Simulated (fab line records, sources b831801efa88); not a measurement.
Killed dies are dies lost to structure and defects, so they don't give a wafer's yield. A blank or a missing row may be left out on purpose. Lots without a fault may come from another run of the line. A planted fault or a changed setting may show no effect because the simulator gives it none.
Chamber matching | flow gf180mcu | GF_CONTACT_CMP_04 on cmp-02: 4 sister chambers
The step polishes SiO2. 8 wafers are shown with their chamber, then 7 later ones without.

WAFERS WITH THEIR CHAMBER
wafer  | chamber | motor_current_A (A) | time_to_endpoint_s (s)
L230.6 | 3       | 12.3                | 117
L233.3 | 3       | 11.7                | 107
L233.4 | 1       | 12.1                | 110
L235.4 | 0       | 11.7                | 111
L237.2 | 2       | 11.2                | 102
L237.4 | 1       | 12.8                | 106
L237.5 | 2       | 10.8                | 110
L241.3 | 0       | 10.8                | 109

WAFERS WITHOUT THEIR CHAMBER
wafer  | motor_current_A (A) | time_to_endpoint_s (s)
L241.6 | 11.3                | 119
L240.1 | 12.7                | 134
L240.3 | 11.2                | 108
L240.4 | 12.5                | 118
L249.2 | 12.0                | 110
L249.3 | 11.3                | 108
L249.5 | 12.2                | 120

WHICH CHAMBER EACH WENT THROUGH
wafer  | from the rows above               | in truth
L241.6 | can't be placed: 0 or 3 or 2 or 1 | 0
L240.1 | can't be placed: 3 or 1 or 0      | 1
L240.3 | can't be placed: 0 or 2 or 3      | 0
L240.4 | can't be placed: 3 or 1 or 0      | 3
L249.2 | can't be placed: 3 or 1 or 0 or 2 | 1
L249.3 | can't be placed: 0 or 2 or 3 or 1 | 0
L249.5 | can't be placed: 3 or 1 or 0      | 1
Placed correctly: 0 of 7. Can't be placed from these rows: 7 (the true chamber is among the candidates in 7). Placed wrongly: 0.
How it was worked out, from the rows above alone: a wafer's distance from a chamber is the root of the sum, over the readings, of the square of ((its reading less the chamber's mean) divided by the reading's scatter). The wafer belongs to the nearest chamber; if the next one is less than 2 further off, it can't be placed. A chamber's mean is the mean of its shown wafers. The scatter: the root of (the sum of the squares of (reading less its chamber's mean) over the shown wafers, divided by (wafers less chambers)).
